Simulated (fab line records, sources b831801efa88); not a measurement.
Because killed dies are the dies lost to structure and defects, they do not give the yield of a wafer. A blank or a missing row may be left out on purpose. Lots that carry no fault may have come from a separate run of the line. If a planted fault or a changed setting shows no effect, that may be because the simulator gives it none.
Which tool was responsible? / flow gf180mcu / Sampling: 11 lots, 33 wafers, 8 of 602 route steps

WHAT EACH GAUGE READ, for each wafer
GF_NWELL_TW_MEAS_11.
lot=L521; measured=day 3 07:23; on=film metro-02; NWELL_TW=1588 1587 1588
lot=L522; measured=day 3 11:29; on=film metro-04; NWELL_TW=1570 1570 1569
lot=L524; measured=day 4 08:52; on=film metro-02; NWELL_TW=1590 1593 1587
lot=L525; measured=day 4 09:34; on=film metro-02; NWELL_TW=1581 1583 1588
lot=L528; measured=day 5 06:39; on=film metro-04; NWELL_TW=1838 1834 1841
lot=L533; measured=day 6 01:54; on=film metro-02; NWELL_TW=1850 1868 1849
lot=L539; measured=day 7 10:13; on=film metro-04; NWELL_TW=1573 1570 1579
lot=L540; measured=day 7 18:16; on=film metro-04; NWELL_TW=1569 1566 1575
lot=L542; measured=day 8 01:53; on=film metro-02; NWELL_TW=1584 1589 1591
lot=L543; measured=day 8 08:32; on=film metro-03; NWELL_TW=1558 1541 1550
lot=L544; measured=day 8 13:45; on=film metro-02; NWELL_TW=1581 1588 1581

GF_LVPWELL_TW_MEAS_11.
lot=L521; measured=day 3 20:51; on=film metro-03; LVPWELL_TW=553 551 550
lot=L522; measured=day 4 01:22; on=film metro-04; LVPWELL_TW=562 560 562
lot=L524; measured=day 4 22:29; on=film metro-04; LVPWELL_TW=561 559 559
lot=L525; measured=day 4 23:56; on=film metro-02; LVPWELL_TW=563 566 564
lot=L528; measured=day 5 21:32; on=film metro-04; LVPWELL_TW=1364 1362 1361
lot=L533; measured=day 6 17:12; on=film metro-04; LVPWELL_TW=1367 1372 1363
lot=L539; measured=day 8 03:08; on=film metro-03; LVPWELL_TW=551 550 551
lot=L540; measured=day 8 10:53; on=film metro-03; LVPWELL_TW=551 549 545
lot=L542; measured=day 8 18:35; on=film metro-03; LVPWELL_TW=551 550 547
lot=L543; measured=day 9 02:11; on=film metro-03; LVPWELL_TW=551 547 548
lot=L544; measured=day 9 06:48; on=film metro-03; LVPWELL_TW=546 545 548

GF_MVSD_TW_MEAS_11.
lot=L521; measured=day 4 10:53; on=film metro-03; MVSD_TW=1551 1549 1561
lot=L522; measured=day 4 14:59; on=film metro-02; MVSD_TW=1586 1590 1590
lot=L524; measured=day 5 12:53; on=film metro-02; MVSD_TW=1582 1581 1592
lot=L525; measured=day 5 14:31; on=film metro-03; MVSD_TW=1558 1563 1556
lot=L528; measured=day 6 13:02; on=film metro-02; MVSD_TW=1850 1840 1855
lot=L533; measured=day 7 08:47; on=film metro-04; MVSD_TW=1854 1850 1835
lot=L539; measured=day 8 19:55; on=film metro-04; MVSD_TW=1588 1585 1583
lot=L540; measured=day 9 03:49; on=film metro-02; MVSD_TW=1587 1594 1588
lot=L542; measured=day 9 11:35; on=film metro-03; MVSD_TW=1550 1537 1552
lot=L543; measured=day 9 19:56; on=film metro-03; MVSD_TW=1543 1544 1539
lot=L544; measured=day 10 00:23; on=film metro-03; MVSD_TW=1546 1549 1552

GF_V1_OVL_MEAS_15.
lot=L521; measured=day 18 00:14; on=overlay-01; V1_OVL (nm)=3 17 9
lot=L522; measured=day 18 03:07; on=overlay-02; V1_OVL (nm)=-7 -1 -2
lot=L524; measured=day 19 16:49; on=overlay-02; V1_OVL (nm)=-1 -3 5
lot=L525; measured=day 19 21:10; on=overlay-01; V1_OVL (nm)=-7 -6 -2
lot=L528; measured=day 21 11:17; on=overlay-01; V1_OVL (nm)=7 2 -4
lot=L533; measured=day 22 14:49; on=overlay-01; V1_OVL (nm)=1 1 0
lot=L539; measured=day 24 15:30; on=overlay-02; V1_OVL (nm)=2 6 -5
lot=L540; measured=day 25 00:01; on=overlay-01; V1_OVL (nm)=0 12 -5
lot=L542; measured=day 25 17:01; on=overlay-02; V1_OVL (nm)=0 -1 5
lot=L543; measured=day 25 22:34; on=overlay-02; V1_OVL (nm)=-3 -7 -12
lot=L544; measured=day 26 10:59; on=overlay-01; V1_OVL (nm)=-3 -1 -2

GF_V1_THK_MEAS_25: measures by xrf.
lot=L521; measured=day 18 01:16; on=film metro-01; V1_W_THK (nm)=358 361 355
lot=L522; measured=day 18 04:09; on=film metro-01; V1_W_THK (nm)=361 368 360
lot=L524; measured=day 19 17:51; on=film metro-02; V1_W_THK (nm)=360 369 374
lot=L525; measured=day 19 22:12; on=film metro-01; V1_W_THK (nm)=359 367 358
lot=L528; measured=day 21 12:21; on=film metro-01; V1_W_THK (nm)=368 356 363
lot=L533; measured=day 22 15:53; on=film metro-04; V1_W_THK (nm)=362 352 363
lot=L539; measured=day 24 16:32; on=film metro-02; V1_W_THK (nm)=361 369 362
lot=L540; measured=day 25 01:03; on=film metro-01; V1_W_THK (nm)=349 358 352
lot=L542; measured=day 25 18:03; on=film metro-02; V1_W_THK (nm)=361 359 363
lot=L543; measured=day 25 23:36; on=film metro-04; V1_W_THK (nm)=361 351 366
lot=L544; measured=day 26 12:02; on=film metro-01; V1_W_THK (nm)=364 356 352

TOOL THAT RAN EACH LOT (tool first, then ch and the chambers of the sampled wafers, then the start)
lot=L521; GF_DNWELL_COAT_02=litho track-03 ch 0, day 2 11:45; GF_DNWELL_STRIP_08=plasma asher-01 ch 0,1, day 2 18:50; GF_NSD_STRIP_11=plasma asher-01 ch 0,1, day 13 08:52
lot=L522; GF_DNWELL_COAT_02=litho track-01 ch 0, day 2 17:18; GF_DNWELL_STRIP_08=plasma asher-03 ch 0,1, day 2 23:32; GF_NSD_STRIP_11=plasma asher-04 ch 0,1, day 13 10:20
lot=L524; GF_DNWELL_COAT_02=litho track-04 ch 0, day 3 11:56; GF_DNWELL_STRIP_08=plasma asher-03 ch 0,1, day 3 19:17; GF_NSD_STRIP_11=plasma asher-02 ch 1, day 14 19:47
lot=L525; GF_DNWELL_COAT_02=litho track-01 ch 0, day 3 12:05; GF_DNWELL_STRIP_08=plasma asher-02 ch 0,1, day 3 19:19; GF_NSD_STRIP_11=plasma asher-02 ch 0,1, day 15 00:53
lot=L528; GF_DNWELL_COAT_02=litho track-01 ch 0, day 4 07:27; GF_DNWELL_STRIP_08=plasma asher-01 ch 0,1, day 4 14:44; GF_NSD_STRIP_11=plasma asher-04 ch 0, day 16 09:50
lot=L533; GF_DNWELL_COAT_02=litho track-01 ch 0, day 5 03:24; GF_DNWELL_STRIP_08=plasma asher-02 ch 0,1, day 5 10:55; GF_NSD_STRIP_11=plasma asher-04 ch 0,1, day 17 10:32
lot=L539; GF_DNWELL_COAT_02=litho track-03 ch 0, day 6 10:03; GF_DNWELL_STRIP_08=plasma asher-02 ch 0,1, day 6 18:15; GF_NSD_STRIP_11=plasma asher-02 ch 0,1, day 19 10:08
lot=L540; GF_DNWELL_COAT_02=litho track-04 ch 0, day 6 17:41; GF_DNWELL_STRIP_08=plasma asher-03 ch 0,1, day 7 01:55; GF_NSD_STRIP_11=plasma asher-01 ch 0,1, day 20 00:19
lot=L542; GF_DNWELL_COAT_02=litho track-03 ch 0, day 7 01:55; GF_DNWELL_STRIP_08=plasma asher-02 ch 1, day 7 09:38; GF_NSD_STRIP_11=plasma asher-04 ch 0, day 20 17:49
lot=L543; GF_DNWELL_COAT_02=litho track-03 ch 0, day 7 07:32; GF_DNWELL_STRIP_08=plasma asher-02 ch 0,1, day 7 15:38; GF_NSD_STRIP_11=plasma asher-04 ch 0,1, day 21 01:01
lot=L544; GF_DNWELL_COAT_02=litho track-04 ch 0, day 7 13:35; GF_DNWELL_STRIP_08=plasma asher-03 ch 0,1, day 7 21:25; GF_NSD_STRIP_11=plasma asher-02 ch 0,1, day 21 12:14
- GF_DNWELL_COAT_02: resist thk 3000 nm.
- GF_DNWELL_STRIP_08: strips in O2/N2.
- GF_NSD_STRIP_11: strips in O2/N2.

WHAT THE TOOLS THEMSELVES READ (means of the sampled wafers that have a number; where no wafer has one, the mark that the record gives instead)
GF_DNWELL_COAT_02.
lot=L521; tool=litho track-03; spin speed rpm (rpm)=1973.3
lot=L522; tool=litho track-01; spin speed rpm (rpm)=1972.1
lot=L524; tool=litho track-04; spin speed rpm (rpm)=1972.4
lot=L525; tool=litho track-01; spin speed rpm (rpm)=1972.8
lot=L528; tool=litho track-01; spin speed rpm (rpm)=1972.6
lot=L533; tool=litho track-01; spin speed rpm (rpm)=1971.2
lot=L539; tool=litho track-03; spin speed rpm (rpm)=1971.5
lot=L540; tool=litho track-04; spin speed rpm (rpm)=1971.5
lot=L542; tool=litho track-03; spin speed rpm (rpm)=1973.5
lot=L543; tool=litho track-03; spin speed rpm (rpm)=1972.4
lot=L544; tool=litho track-04; spin speed rpm (rpm)=1971.0

GF_DNWELL_STRIP_08.
lot=L521; tool=plasma asher-01; drypump motor current A (A)=5.7; heater power w (W)=327; oes product au (a.u.)=0.726; strip time to endpoint s (s)=37.26
lot=L522; tool=plasma asher-03; drypump motor current A (A)=5.9; heater power w (W)=299; oes product au (a.u.)=0.726; strip time to endpoint s (s)=37.42
lot=L524; tool=plasma asher-03; drypump motor current A (A)=5.4; heater power w (W)=285; oes product au (a.u.)=0.718; strip time to endpoint s (s)=37.26
lot=L525; tool=plasma asher-02; drypump motor current A (A)=6.1; heater power w (W)=298; oes product au (a.u.)=0.720; strip time to endpoint s (s)=37.26
lot=L528; tool=plasma asher-01; drypump motor current A (A)=5.7; heater power w (W)=322; oes product au (a.u.)=0.720; strip time to endpoint s (s)=21.16
lot=L533; tool=plasma asher-02; drypump motor current A (A)=6.3; heater power w (W)=313; oes product au (a.u.)=0.714; strip time to endpoint s (s)=21.13
lot=L539; tool=plasma asher-02; drypump motor current A (A)=6.1; heater power w (W)=305; oes product au (a.u.)=0.722; strip time to endpoint s (s)=37.23
lot=L540; tool=plasma asher-03; drypump motor current A (A)=5.9; heater power w (W)=301; oes product au (a.u.)=0.720; strip time to endpoint s (s)=37.16
lot=L542; tool=plasma asher-02; drypump motor current A (A)=5.9; heater power w (W)=295; oes product au (a.u.)=0.722; strip time to endpoint s (s)=37.32
lot=L543; tool=plasma asher-02; drypump motor current A (A)=6.1; heater power w (W)=298; oes product au (a.u.)=0.723; strip time to endpoint s (s)=37.31
lot=L544; tool=plasma asher-03; drypump motor current A (A)=5.9; heater power w (W)=300; oes product au (a.u.)=0.722; strip time to endpoint s (s)=37.31

GF_NSD_STRIP_11.
lot=L521; tool=plasma asher-01; drypump motor current A (A)=5.8; heater power w (W)=331; oes product au (a.u.)=0.484; strip time to endpoint s (s)=22.95
lot=L522; tool=plasma asher-04; drypump motor current A (A)=5.5; heater power w (W)=307; oes product au (a.u.)=0.491; strip time to endpoint s (s)=22.95
lot=L524; tool=plasma asher-02; drypump motor current A (A)=5.9; heater power w (W)=295; oes product au (a.u.)=0.488; strip time to endpoint s (s)=22.95
lot=L525; tool=plasma asher-02; drypump motor current A (A)=6.3; heater power w (W)=322; oes product au (a.u.)=0.488; strip time to endpoint s (s)=22.94
lot=L528; tool=plasma asher-04; drypump motor current A (A)=6.0; heater power w (W)=325; oes product au (a.u.)=0.484; strip time to endpoint s (s)=23.00
lot=L533; tool=plasma asher-04; drypump motor current A (A)=5.7; heater power w (W)=313; oes product au (a.u.)=0.485; strip time to endpoint s (s)=22.97
lot=L539; tool=plasma asher-02; drypump motor current A (A)=6.1; heater power w (W)=308; oes product au (a.u.)=0.483; strip time to endpoint s (s)=22.97
lot=L540; tool=plasma asher-01; drypump motor current A (A)=5.6; heater power w (W)=331; oes product au (a.u.)=0.487; strip time to endpoint s (s)=22.95
lot=L542; tool=plasma asher-04; drypump motor current A (A)=6.0; heater power w (W)=325; oes product au (a.u.)=0.486; strip time to endpoint s (s)=22.96
lot=L543; tool=plasma asher-04; drypump motor current A (A)=5.7; heater power w (W)=320; oes product au (a.u.)=0.482; strip time to endpoint s (s)=22.94
lot=L544; tool=plasma asher-02; drypump motor current A (A)=6.3; heater power w (W)=315; oes product au (a.u.)=0.485; strip time to endpoint s (s)=22.97

THE ANSWER, worked out from the rows above alone
Rule: the lots themselves supply what counts as usual. Put in order of their means at a reading, lots are off if they are a third of the lots or fewer, leave a main group of 4 or more, and stand apart from it by a gap of 3 or more times the standard deviation of the main group's means; of several such gaps the widest counts. The tables above print the reading to a certain number of digits; a main group whose means all agree to those digits is not used. Also off: a lot with no number at a reading for which 4 or more lots have one. The other lots that the step has rows for count as sound. Order of review: gauges by route order, followed by the tools' own readings, for which a lot's mean as printed above is used. At the first step where some lot is off, the reading lying furthest off is the one used; lots without a number count as furthest.
Off: at GF_NWELL_TW_MEAS_11 (NWELL_TW), L528, L533. Main group: mean 1577, sd 12.
A tool fits if, at a process step before that reading, it ran every lot that is off, and no sound lot after the first of them. Not tried: the gauges at GF_NWELL_TW_MEAS_11; whatever is off there is also off at GF_DNWELL_STRIP_08, on other tools, and gauge error can't account for it. One candidate fits, namely litho track-01 at GF_DNWELL_COAT_02. Its last sound lot is L525 (day 3 12:05), its first lot that is off L528 (day 4 07:27): a fault that began between those two fits.

WHAT WAS PUT IN BY THE SIMULATOR
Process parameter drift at GF_DNWELL_COAT_02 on litho track-01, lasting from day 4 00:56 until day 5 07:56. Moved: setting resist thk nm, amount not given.
Struck lots among those shown: L528, L533. The same result came from the rule above.
